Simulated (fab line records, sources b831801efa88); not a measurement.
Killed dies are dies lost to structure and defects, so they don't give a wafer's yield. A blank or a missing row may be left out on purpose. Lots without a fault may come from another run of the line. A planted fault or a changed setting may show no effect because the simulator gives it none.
Which tool did it? | flow gf180mcu | 13 lots, 37 wafers sampled, at 5 steps of a route of 602

WHAT THE GAUGES READ, wafer by wafer
GF_M4_OVL_MEAS_15. Usual: M4_OVL 1 nm, standard deviation 5.2.
lot  | measured     | on         | M4_OVL (nm) | flag
L431 | day 24 01:15 | overlay-02 | 1 -2 -6     |
L432 | day 24 06:19 | overlay-01 | 0 -1 -6     |
L433 | day 25 02:22 | overlay-02 | 8 7 4       |
L436 | day 25 18:16 | overlay-02 | 1 1 2       |
L437 | day 26 00:22 | overlay-01 | 7 5 3       |
L438 | day 26 10:40 | overlay-01 | 2 3 5       |
L439 | day 26 18:44 | overlay-01 | 1 2         |
L440 | day 27 02:06 | overlay-01 | -3 -1       |
L449 | day 29 16:06 | overlay-02 | -2 2 5      |
L450 | day 29 20:52 | overlay-01 | 3 -2 -1     |
L452 | day 30 15:37 | overlay-01 | -4 -1 -2    |
L453 | day 30 18:30 | overlay-02 | 1 3 8       |
L454 | day 30 22:24 | overlay-01 | -3 8 3      |

GF_V4_THK_MEAS_01. Usual: V4_CVD_00_THK 600 nm, standard deviation 4.8.
lot  | measured     | on            | V4_CVD_00_THK (nm) | flag
L431 | day 24 02:07 | film_metro-03 | 604 604 602        |
L432 | day 24 07:07 | film_metro-03 | 602 592 595        |
L433 | day 25 03:18 | film_metro-03 | 594 595 600        |
L436 | day 25 19:02 | film_metro-01 | 598 606 596        |
L437 | day 26 01:10 | film_metro-03 | 603 599 600        |
L438 | day 26 11:26 | film_metro-02 | 604 600 595        |
L439 | day 26 19:31 | film_metro-01 | 611 604            |
L440 | day 27 02:53 | film_metro-03 | 592 597            |
L449 | day 29 16:52 | film_metro-03 | 602 595 602        |
L450 | day 29 21:38 | film_metro-03 | 598 590 597        |
L452 | day 30 16:24 | film_metro-03 | 601 599 605        |
L453 | day 30 19:17 | film_metro-01 | 598 595 599        |
L454 | day 30 23:13 | film_metro-03 | 602 602 611        |

WHICH TOOL RAN EACH LOT (tool, then ch and the chambers of the sampled wafers, then the start)
lot  | GF_STI_ETCH_14                  | GF_STI_STRIP_15                     | GF_M2_SPUTTER_00
L431 | rie_si-01 ch 0,2,3, day 2 02:03 | plasma_asher-04 ch 0,1, day 2 02:07 | pvd_sputter-01, day 18 19:14
L432 | rie_si-02 ch 0,1,3, day 2 07:41 | plasma_asher-04 ch 0,1, day 2 07:46 | pvd_sputter-02, day 19 01:09
L433 | rie_si-02 ch 0,1,2, day 2 12:17 | plasma_asher-02 ch 0,1, day 2 12:23 | pvd_sputter-01, day 19 23:00
L436 | rie_si-02 ch 0,2,3, day 3 03:27 | plasma_asher-01 ch 0, day 3 03:31   | pvd_sputter-02, day 20 17:49
L437 | rie_si-01 ch 1,2,3, day 3 07:45 | plasma_asher-04 ch 0,1, day 3 07:51 | pvd_sputter-02, day 21 00:24
L438 | rie_si-01 ch 0,1,3, day 3 13:21 | plasma_asher-02 ch 0,1, day 3 13:25 | pvd_sputter-02, day 21 11:45
L439 | rie_si-01 ch 0,2, day 3 20:18   | plasma_asher-01 ch 0,1, day 3 20:24 | pvd_sputter-02, day 21 20:32
L440 | rie_si-01 ch 2,3, day 4 00:41   | plasma_asher-01 ch 0,1, day 4 00:46 | pvd_sputter-01, day 22 03:45
L449 | rie_si-02 ch 0,1,2, day 5 21:48 | plasma_asher-01 ch 0,1, day 5 21:52 | pvd_sputter-03, day 25 03:52
L450 | rie_si-02 ch 0,1, day 6 03:44   | plasma_asher-02 ch 0,1, day 6 03:49 | pvd_sputter-03, day 25 08:19
L452 | rie_si-01 ch 0,2,3, day 6 13:53 | plasma_asher-04 ch 0,1, day 6 13:59 | pvd_sputter-01, day 26 04:17
L453 | rie_si-01 ch 0,3, day 6 19:16   | plasma_asher-01 ch 0,1, day 6 19:20 | pvd_sputter-02, day 26 08:34
L454 | rie_si-01 ch 0,1,3, day 7 01:02 | plasma_asher-02 ch 0,1, day 7 01:07 | pvd_sputter-03, day 26 12:24
- GF_STI_ETCH_14: etches Si in HBr/Cl2/O2, target depth 360 nm, time 102.9 s.
- GF_STI_STRIP_15: strips in O2/N2.
- GF_M2_SPUTTER_00: material Ti, target thk 37.5 nm, time 150 s.

WHAT THE TOOLS THEMSELVES READ (means of the sampled wafers that have a number; where no wafer has one, the mark that the record gives instead)
GF_STI_ETCH_14. Usual: drypump_motor_current_A 5.7 A, standard deviation 0.39; oes_product_au 0.999 a.u., standard deviation 0.0071; run_length_s 131.3 s, standard deviation 0.34; throttle_valve_pct 25.657 %, standard deviation 0.01.
lot  | tool      | drypump_motor_current_A (A) | oes_product_au (a.u.) | run_length_s (s) | throttle_valve_pct (%) | flag
L431 | rie_si-01 | 5.5                         | 0.995                 | 131.2            | 25.659                 |
L432 | rie_si-02 | 5.7                         | 1.009                 | 130.9            | 25.649                 |
L433 | rie_si-02 | 5.8                         | 1.002                 | 131.0            | 25.659                 |
L436 | rie_si-02 | 6.1                         | 1.003                 | 130.8            | 25.645                 |
L437 | rie_si-01 | 5.6                         | 1.000                 | 131.5            | 25.655                 |
L438 | rie_si-01 | 5.7                         | 0.996                 | 128.6            | 25.648                 | OFF
L439 | rie_si-01 | 5.6                         | 1.001                 | 127.0            | 25.643                 | OFF
L440 | rie_si-01 | 5.4                         | 1.005                 | 127.2            | 25.664                 | OFF
L449 | rie_si-02 | 5.8                         | 1.002                 | 131.3            | 25.653                 |
L450 | rie_si-02 | 5.7                         | 0.999                 | 131.1            | 25.665                 |
L452 | rie_si-01 | 5.5                         | 0.996                 | 131.5            | 25.665                 |
L453 | rie_si-01 | 5.5                         | 0.992                 | 131.4            | 25.667                 |
L454 | rie_si-01 | 5.7                         | 1.002                 | 131.3            | 25.657                 |

GF_STI_STRIP_15. Usual: drypump_motor_current_A 5.8 A, standard deviation 0.51; heater_power_w 343 W, standard deviation 54; oes_product_au 0.383 a.u., standard deviation 0.0049; strip_time_to_endpoint_s 3.72 s, standard deviation 0.038.
lot  | tool            | drypump_motor_current_A (A) | heater_power_w (W) | oes_product_au (a.u.) | strip_time_to_endpoint_s (s) | flag
L431 | plasma_asher-04 | 5.9                         | 298                | 0.379                 | 3.70                         |
L432 | plasma_asher-04 | 5.8                         | 316                | 0.379                 | 3.70                         |
L433 | plasma_asher-02 | 6.2                         | 363                | 0.382                 | 3.66                         |
L436 | plasma_asher-01 | 4.9                         | 297                | 0.380                 | 3.69                         |
L437 | plasma_asher-04 | 5.8                         | 316                | 0.388                 | 3.75                         |
L438 | plasma_asher-02 | 6.2                         | 361                | 0.385                 | 3.79                         |
L439 | plasma_asher-01 | 5.3                         | 352                | 0.393                 | 3.81                         |
L440 | plasma_asher-01 | 5.3                         | 355                | 0.383                 | 3.75                         |
L449 | plasma_asher-01 | 5.2                         | 339                | 0.382                 | 3.71                         |
L450 | plasma_asher-02 | 6.4                         | 381                | 0.387                 | 3.78                         |
L452 | plasma_asher-04 | 5.9                         | 296                | 0.380                 | 3.72                         |
L453 | plasma_asher-01 | 5.2                         | 336                | 0.381                 | 3.77                         |
L454 | plasma_asher-02 | 6.3                         | 364                | 0.386                 | 3.74                         |

GF_M2_SPUTTER_00. Usual: throttle_valve_pct 30.4 %, standard deviation 0.99.
lot  | tool           | throttle_valve_pct (%) | flag
L431 | pvd_sputter-01 | 30.3                   |
L432 | pvd_sputter-02 | 29.9                   |
L433 | pvd_sputter-01 | 30.8                   |
L436 | pvd_sputter-02 | 29.2                   |
L437 | pvd_sputter-02 | 29.9                   |
L438 | pvd_sputter-02 | 29.6                   |
L439 | pvd_sputter-02 | 29.1                   |
L440 | pvd_sputter-01 | 31.0                   |
L449 | pvd_sputter-03 | 30.7                   |
L450 | pvd_sputter-03 | 31.3                   |
L452 | pvd_sputter-01 | 30.7                   |
L453 | pvd_sputter-02 | 29.5                   |
L454 | pvd_sputter-03 | 31.2                   |

THE ANSWER, worked out from the rows above alone
Rule: a lot is off if the mean of its wafers that have a number lies more than 3 standard deviations from the usual mean. A lot without any number at a reading at which 4 lots or more have one is off too. The other lots that the step has rows for count as sound. The gauges are gone through in route order, then the tools' own readings, and for those a lot's mean is taken as printed above. The first step at which some lot is off is used, and at that step the reading that is off furthest; a lot without a number counts as furthest.
Off: L438, L439, L440, at GF_STI_ETCH_14 (run_length_s).
A tool fits if, at that step or a process step before it, it ran every lot that is off, and no sound lot after the first of them. None of those tried fits.

WHAT THE SIMULATOR HAD PUT IN
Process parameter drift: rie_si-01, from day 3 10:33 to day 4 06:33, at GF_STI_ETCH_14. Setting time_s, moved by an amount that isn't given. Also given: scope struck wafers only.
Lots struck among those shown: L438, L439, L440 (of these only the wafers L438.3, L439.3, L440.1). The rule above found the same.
